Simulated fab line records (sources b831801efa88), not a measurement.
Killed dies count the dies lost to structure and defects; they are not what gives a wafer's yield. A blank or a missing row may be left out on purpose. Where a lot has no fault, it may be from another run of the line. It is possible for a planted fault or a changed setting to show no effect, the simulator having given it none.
fab line records | flow gf180mcu
record: lots: 14 | wafers: 42 | last-day: 34
route steps=602 shown MVPSD@82 SAB@275 SALICIDE@280
lots that met no fault: from a run of the same line without faults
start-h: hours from the record's opening day to when the first of the lot's shown wafers began | wait-h: time in hours since the lot's previous step | " same as the row above | L1.1+2: a row that stands for several wafers | - no value, or no start given | * or withheld: withheld | < > ~ a bound
route shown NAME@n: NAME is a module with steps in the file, n the number in the route of the first one | usual: mean/standard deviation of fault-free wafers | same: alike in all rows | chamber/n: place in a boat | sites: readings site by site | _std_site: standard deviation across them | _edge_site: mean of outer sites minus mean of inner sites | radius-mm: for every site, how far away it sits from the centre of the wafer | mask NAME#n: copy n | behind: tool/chamber where the wafer was last shaped | hold: why the lot was held/for how many hours/how that ended | device: whichever transistor did not switch (one of n, p or np) | end of line: tests run on the same wafers once the route is complete | a step without rows: its recipe alone | killed: the dies lost at the first sort to structure and to defects; this is not the yield of the wafer | map: the dies of a wafer, with x for killed, . for not killed, _ for no die there
set.NAME: the setting that was run; set.NAME@STEP: the one run at that earlier step | model.NAME: the simulator's own value behind a step, which no gauge read
one table for each step of the route and one row for each wafer, over a sample of lots
services: from which hour (start-h, from the record's first day; less than 0 if before it) a tool's chamber was out of use, for how many hours, and why
== steps ==
step: GF_MVPSD_EXPOSE_04
recipe: mask-id: MVPSD | target-cd-nm: 1000 | na: 0.6 | source-shape: conventional | sigma-outer: 0.6 | dose-mj: 260
usual: exposure-dose-mJ-cm2: 260.01/0.25 | focus-offset-nm: -0.1/0.47
lot.wafer | tool             | chamber | start-h | wait-h | mask    | exposure-dose-mJ-cm2 | focus-offset-nm
L728.2    | iline-stepper-01 | 0       | 94.49   | -      | MVPSD#0 | 260.23               | 0.1
L728.4    | "                | 0       | "       | "      | MVPSD#0 | 260.10               | 0.4
L728.6    | "                | 0       | "       | "      | MVPSD#0 | 260.12               | -0.4
L729.2    | iline-stepper-01 | 0       | 100.26  | -      | MVPSD#0 | 260.08               | 0.6
L729.5    | "                | 0       | "       | "      | MVPSD#0 | 259.82               | -0.1
L729.6    | "                | 0       | "       | "      | MVPSD#0 | 259.93               | 0.4
L730.3    | iline-stepper-01 | 0       | 106.35  | -      | MVPSD#0 | 259.95               | 0.3
L730.4    | "                | 0       | "       | "      | MVPSD#0 | 259.74               | 0.4
L730.6    | "                | 0       | "       | "      | MVPSD#0 | 259.78               | -0.5
L731.4    | iline-stepper-01 | 0       | 111.27  | -      | MVPSD#0 | 259.49               | -0.3
L731.5    | "                | 0       | "       | "      | MVPSD#0 | 259.95               | -0.5
L731.6    | "                | 0       | "       | "      | MVPSD#0 | 259.98               | 0.2
L732.4    | iline-stepper-02 | 0       | 117.58  | -      | MVPSD#0 | 259.69               | 0.0
L732.5    | "                | 0       | "       | "      | MVPSD#0 | 259.74               | -0.1
L732.6    | "                | 0       | "       | "      | MVPSD#0 | 260.19               | -0.1
L734.1    | iline-stepper-02 | 0       | 131.83  | -      | MVPSD#0 | 260.01               | 0.4
L734.2    | "                | 0       | "       | "      | MVPSD#0 | 260.47               | -0.2
L734.6    | "                | 0       | "       | "      | MVPSD#0 | 260.34               | -0.5
L736.1    | iline-stepper-01 | 0       | 142.87  | -      | MVPSD#0 | 260.08               | -1.4
L736.2    | "                | 0       | "       | "      | MVPSD#0 | 259.69               | -0.8
L736.4    | "                | 0       | "       | "      | MVPSD#0 | 260.07               | -0.9
L737.1    | iline-stepper-02 | -       | 148.31  | -      | MVPSD#0 | -                    | -
L737.2    | "                | -       | "       | "      | MVPSD#0 | -                    | -
L737.5    | "                | -       | "       | "      | MVPSD#0 | -                    | -
L738.1    | iline-stepper-01 | -       | 159.26  | -      | MVPSD#0 | -                    | -
L738.4    | "                | -       | "       | "      | MVPSD#0 | -                    | -
L738.5    | "                | -       | "       | "      | MVPSD#0 | -                    | -
L744.1    | iline-stepper-02 | 0       | 189.61  | -      | MVPSD#0 | 260.48               | 0.0
L744.2    | "                | 0       | "       | "      | MVPSD#0 | 260.61               | -0.3
L744.3    | "                | 0       | "       | "      | MVPSD#0 | 260.09               | -0.9
L746.1    | iline-stepper-01 | 0       | 202.26  | -      | MVPSD#0 | 259.98               | -0.7
L746.4    | "                | 0       | "       | "      | MVPSD#0 | 260.24               | -0.7
L746.6    | "                | 0       | "       | "      | MVPSD#0 | 260.01               | -1.0
L747.2    | iline-stepper-02 | 0       | 210.03  | -      | MVPSD#0 | 259.51               | 1.1
L747.4    | "                | 0       | "       | "      | MVPSD#0 | 259.94               | 0.1
L747.5    | "                | 0       | "       | "      | MVPSD#0 | 259.67               | 0.1
L748.1    | iline-stepper-02 | 0       | 214.55  | -      | MVPSD#0 | 260.28               | 1.0
L748.2    | "                | 0       | "       | "      | MVPSD#0 | 260.13               | 0.6
L748.5    | "                | 0       | "       | "      | MVPSD#0 | 259.99               | -0.3
L749.2    | iline-stepper-02 | 0       | 219.11  | -      | MVPSD#0 | 259.97               | -0.1
L749.5    | "                | 0       | "       | "      | MVPSD#0 | 260.17               | 0.0
L749.6    | "                | 0       | "       | "      | MVPSD#0 | 259.78               | 0.3
step: GF_SAB_ETCH_11
recipe: chemistry: C4F8/O2/Ar | mask-material: NOVOLAK | target: SiO2 | target-depth-nm: 55 | source-w: 1500 | bias-w: 1200 | pressure-mtorr: 40 | c4f8-flow-sccm: withheld | O2_flow_sccm: 6 | Ar_flow_sccm: 300 | time-s: 8.5
usual: oes-product-au: 1.001/0.0094
lot.wafer | tool        | chamber | start-h | wait-h | oes-product-au | rf-hours-counter-h
L728.2    | rie-diel-02 | 0       | 343.74  | 0.0    | 0.991          | 3
L728.4    | "           | 2       | "       | "      | 0.992          | -
L728.6    | "           | 0       | "       | "      | 1.003          | -
L729.2    | rie-diel-03 | 3       | 354.68  | 0.0    | 1.004          | 91
L729.5    | "           | 3       | "       | "      | 0.991          | -
L729.6    | "           | 0       | "       | "      | 0.988          | -
L730.3    | rie-diel-03 | 2       | 362.87  | 0.0    | 0.991          | 114
L730.4    | "           | 0       | "       | "      | 1.004          | 119
L730.6    | "           | 1       | "       | "      | 1.017          | -
L731.4    | rie-diel-02 | 2       | 372.45  | 0.0    | 1.004          | -
L731.5    | "           | 1       | "       | "      | 0.998          | -
L731.6    | "           | 2       | "       | "      | 0.999          | -
L732.4    | rie-diel-03 | 1       | 381.24  | 0.0    | 1.013          | -
L732.5    | "           | 3       | "       | "      | 1.004          | -
L732.6    | "           | 2       | "       | "      | 0.993          | -
L734.1    | rie-diel-03 | 0       | 402.07  | 0.0    | 0.994          | 0
L734.2    | "           | 1       | "       | "      | 1.026          | 103
L734.6    | "           | 0       | "       | "      | 0.994          | -
L736.1    | rie-diel-01 | 3       | 422.27  | 0.0    | 1.004          | 101
L736.2    | "           | 0       | "       | "      | 1.002          | 1
L736.4    | "           | 1       | "       | "      | 1.009          | 2
L737.1    | rie-diel-01 | 0       | 426.13  | 0.0    | 0.999          | 1
L737.2    | "           | 2       | "       | "      | 0.994          | 56
L737.5    | "           | 1       | "       | "      | 1.001          | -
L738.1    | rie-diel-02 | 1       | 443.18  | 0.0    | 1.008          | 2
L738.4    | "           | 0       | "       | "      | 1.009          | 6
L738.5    | "           | 2       | "       | "      | 0.995          | -
L744.1    | rie-diel-01 | 0       | 489.24  | 0.0    | 0.997          | 3
L744.2    | "           | 3       | "       | "      | 0.994          | 0
L744.3    | "           | 1       | "       | "      | 0.999          | 4
L746.1    | rie-diel-01 | 1       | 506.91  | 0.0    | 1.008          | 4
L746.4    | "           | 3       | "       | "      | 0.991          | 1
L746.6    | "           | 2       | "       | "      | 0.999          | -
L747.2    | rie-diel-03 | 1       | 515.94  | 0.0    | 0.998          | 1
L747.4    | "           | 2       | "       | "      | 1.002          | -
L747.5    | "           | 0       | "       | "      | 0.983          | -
L748.1    | rie-diel-02 | 3       | 521.69  | 0.0    | 0.992          | 72
L748.2    | "           | 1       | "       | "      | 1.005          | 5
L748.5    | "           | 0       | "       | "      | 0.999          | -
L749.2    | rie-diel-02 | 2       | 528.78  | 0.0    | 1.004          | 8
L749.5    | "           | 1       | "       | "      | 1.004          | -
L749.6    | "           | 2       | "       | "      | 1.000          | -
step: GF_SALICIDE_SPUTTER_02
recipe: material: Co | target-thk-nm: 10 | power-w: 1000 | time-s: 20 | chamber-pressure-pa: 0.4
usual: chamber-pressure-pa: 0.4000/0.00071 | throttle-valve-pct: 30.1/0.88
lot.wafer | tool           | chamber | start-h | wait-h | chamber-pressure-pa | throttle-valve-pct
L728.2    | pvd-sputter-04 | -       | 344.08  | 0.0    | 0.3994              | 29.9
L728.4    | "              | -       | "       | "      | 0.4003              | 30.9
L728.6    | "              | -       | "       | "      | 0.4009              | 30.2
L729.2    | pvd-sputter-02 | -       | 355.04  | 0.0    | 0.3992              | 29.5
L729.5    | "              | -       | "       | "      | 0.3996              | 29.1
L729.6    | "              | -       | "       | "      | 0.3985              | 31.0
L730.3    | pvd-sputter-04 | -       | 363.22  | 0.0    | 0.4000              | 30.8
L730.4    | "              | -       | "       | "      | 0.3995              | 30.3
L730.6    | "              | -       | "       | "      | 0.3997              | 30.9
L731.4    | pvd-sputter-04 | -       | 372.81  | 0.0    | 0.4006              | 30.5
L731.5    | "              | -       | "       | "      | 0.3997              | 29.8
L731.6    | "              | -       | "       | "      | 0.4000              | 30.7
L732.4    | pvd-sputter-03 | -       | 381.57  | 0.0    | 0.3993              | 28.8
L732.5    | "              | -       | "       | "      | 0.3997              | 28.8
L732.6    | "              | -       | "       | "      | 0.4009              | 31.5
L734.1    | pvd-sputter-04 | -       | 402.40  | 0.0    | 0.3995              | 30.3
L734.2    | "              | -       | "       | "      | 0.3991              | 30.5
L734.6    | "              | -       | "       | "      | 0.3994              | 31.1
L736.1    | pvd-sputter-02 | -       | 422.61  | 0.0    | 0.3998              | 29.7
L736.2    | "              | -       | "       | "      | 0.4003              | 31.1
L736.4    | "              | -       | "       | "      | 0.3996              | 29.2
L737.1    | pvd-sputter-03 | -       | 426.49  | 0.0    | 0.3995              | 29.0
L737.2    | "              | -       | "       | "      | 0.3996              | 29.8
L737.5    | "              | -       | "       | "      | 0.4002              | 28.8
L738.1    | pvd-sputter-03 | -       | 443.53  | 0.0    | 0.3987              | 31.4
L738.4    | "              | -       | "       | "      | 0.4004              | 29.7
L738.5    | "              | -       | "       | "      | 0.3997              | 31.5
L744.1    | pvd-sputter-04 | -       | 489.58  | 0.0    | 0.3989              | 30.3
L744.2    | "              | -       | "       | "      | 0.3997              | 29.7
L744.3    | "              | -       | "       | "      | 0.3996              | 30.8
L746.1    | pvd-sputter-02 | -       | 507.25  | 0.0    | 0.4010              | 28.8
L746.4    | "              | -       | "       | "      | 0.4009              | 31.1
L746.6    | "              | -       | "       | "      | 0.3998              | 28.8
L747.2    | pvd-sputter-02 | -       | 516.30  | 0.0    | 0.3993              | 28.8
L747.4    | "              | -       | "       | "      | 0.4015              | 31.2
L747.5    | "              | -       | "       | "      | 0.4001              | 28.7
L748.1    | pvd-sputter-03 | -       | 522.03  | 0.0    | 0.3990              | 31.5
L748.2    | "              | -       | "       | "      | 0.4004              | 28.6
L748.5    | "              | -       | "       | "      | 0.4012              | 31.5
L749.2    | pvd-sputter-04 | -       | 529.12  | 0.0    | 0.3991              | 30.2
L749.5    | "              | -       | "       | "      | 0.4000              | 29.9
L749.6    | "              | -       | "       | "      | 0.4005              | 29.8
step: GF_SALICIDE_RTA_08
recipe: temp-c: 800 | time-s: 30 | ambient: N2
usual: lamp-power-pct: 17.1/2.9 | wafer_temp_C_max: 804.0/1.2
lot.wafer | tool          | chamber | start-h | wait-h | lamp-power-pct | wafer_temp_C_max
L728.2    | rtp-anneal-02 | 0       | 344.54  | 0.0    | 19.7           | 804.8
L728.4    | "             | 0       | "       | "      | 19.7           | 803.3
L728.6    | "             | 0       | "       | "      | 19.7           | 804.7
L729.2    | rtp-anneal-02 | 0       | 355.56  | 0.0    | 19.7           | 805.2
L729.5    | "             | 0       | "       | "      | 19.7           | 804.2
L729.6    | "             | 0       | "       | "      | 19.7           | 804.8
L730.3    | rtp-anneal-01 | 0       | 363.70  | 0.0    | 14.0           | 803.1
L730.4    | "             | 0       | "       | "      | 14.0           | 802.8
L730.6    | "             | 0       | "       | "      | 14.0           | 802.9
L731.4    | rtp-anneal-01 | 0       | 373.29  | 0.1    | 14.0           | 802.7
L731.5    | "             | 0       | "       | "      | 14.0           | 802.9
L731.6    | "             | 0       | "       | "      | 14.0           | 803.0
L732.4    | rtp-anneal-02 | 0       | 382.05  | 0.1    | 19.7           | 807.0
L732.5    | "             | 0       | "       | "      | 19.7           | 806.7
L732.6    | "             | 0       | "       | "      | 19.7           | 804.7
L734.1    | rtp-anneal-01 | 0       | 402.83  | 0.0    | 14.0           | 802.0
L734.2    | "             | 0       | "       | "      | 14.0           | 803.1
L734.6    | "             | 0       | "       | "      | 14.0           | 803.3
L736.1    | rtp-anneal-01 | 0       | 423.03  | 0.0    | 14.0           | 803.0
L736.2    | "             | 0       | "       | "      | 14.0           | 803.1
L736.4    | "             | 0       | "       | "      | 14.0           | 803.2
L737.1    | rtp-anneal-02 | 0       | 426.92  | 0.0    | 19.7           | 805.9
L737.2    | "             | 0       | "       | "      | 19.7           | 803.7
L737.5    | "             | 0       | "       | "      | 19.7           | 806.3
L738.1    | rtp-anneal-02 | 0       | 443.96  | 0.0    | 19.7           | 804.4
L738.4    | "             | 0       | "       | "      | 19.7           | 804.6
L738.5    | "             | 0       | "       | "      | 19.7           | 805.1
L744.1    | rtp-anneal-02 | 0       | 490.01  | 0.0    | 19.8           | 804.5
L744.2    | "             | 0       | "       | "      | 19.7           | 803.2
L744.3    | "             | 0       | "       | "      | 19.7           | 804.5
L746.1    | rtp-anneal-02 | 0       | 507.68  | 0.0    | 19.7           | 804.6
L746.4    | "             | 0       | "       | "      | 19.7           | 804.4
L746.6    | "             | 0       | "       | "      | 19.7           | 805.8
L747.2    | rtp-anneal-01 | 0       | 516.74  | 0.0    | 14.0           | 803.5
L747.4    | "             | 0       | "       | "      | 14.0           | 803.2
L747.5    | "             | 0       | "       | "      | 14.0           | 803.9
L748.1    | rtp-anneal-01 | 0       | 522.47  | 0.0    | 14.0           | 803.3
L748.2    | "             | 0       | "       | "      | 14.0           | 803.7
L748.5    | "             | 0       | "       | "      | 14.0           | 802.4
L749.2    | rtp-anneal-01 | 0       | 529.57  | 0.0    | 14.0           | 802.9
L749.5    | "             | 0       | "       | "      | 14.0           | 801.8
L749.6    | "             | 0       | "       | "      | 14.0           | 803.1
== services ==
tool             | chamber | start-h | hours | kind
iline-stepper-02 | -       | 81.75   | 1.6   | repair
iline-stepper-01 | -       | 84.40   | 9.7   | repair
rie-diel-03      | 2       | 84.61   | 10.1  | repair
rie-diel-03      | 3       | 89.87   | 8.2   | repair
rie-diel-02      | -       | 92.39   | 0.4   | repair
iline-stepper-02 | -       | 106.02  | 1.7   | pm
rie-diel-03      | 0       | 147.64  | 5.1   | repair
iline-stepper-01 | -       | 183.89  | 0.9   | repair
iline-stepper-02 | -       | 202.27  | 5.7   | repair
iline-stepper-01 | -       | 213.39  | 1.7   | pm
rie-diel-02      | 2       | 218.78  | 13.7  | repair
pvd-sputter-04   | -       | 219.78  | 1.9   | repair
rie-diel-03      | -       | 221.52  | 2.5   | repair
rie-diel-02      | 0       | 246.64  | 4.2   | repair
rie-diel-03      | 1       | 247.34  | 11.8  | repair
rie-diel-03      | 2       | 250.22  | 1.8   | repair
iline-stepper-01 | -       | 257.68  | 0.7   | repair
iline-stepper-02 | -       | 324.20  | 1.7   | pm
iline-stepper-02 | -       | 401.13  | 7.6   | repair
iline-stepper-02 | -       | 408.20  | 2.9   | repair
iline-stepper-01 | -       | 431.57  | 1.7   | pm
pvd-sputter-04   | -       | 439.95  | 5.2   | repair
rtp-anneal-01    | -       | 463.79  | 3.7   | pm
rtp-anneal-02    | -       | 495.87  | 1.3   | pm
== key ==
first-sign: step: GF_MVPSD_EXPOSE_04 | reading: tool-record | direction: missing
effect none on later readings
met-at GF_MVPSD_EXPOSE_04
struck-lots L737,L738
sort-left-out L737.1,L737.2,L737.5,L738.1,L738.4,L738.5
tester-left-out L737,L738
not-acting-at GF_SAB_ETCH_11,GF_SALICIDE_SPUTTER_02,GF_SALICIDE_RTA_08
onset-between 142.87 148.31
fault: kind: skipped-step-whole | tool: iline-stepper-01,iline-stepper-02 | chamber: - | onset-h: 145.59 | steps: GF_MVPSD_EXPOSE_04 | scope: struck-lots-only
tester-left-out: of these lots the tester's yield and bins aren't shown, on N5 and GAA mostly nor the transistor test; their killed dies are dies lost to structure and defects alone, not to doping, threshold or leakage, so they don't give the yield
sort-left-out: the simulated sort isn't trusted on such a fault, so these wafers' sort isn't shown, and their yield isn't known
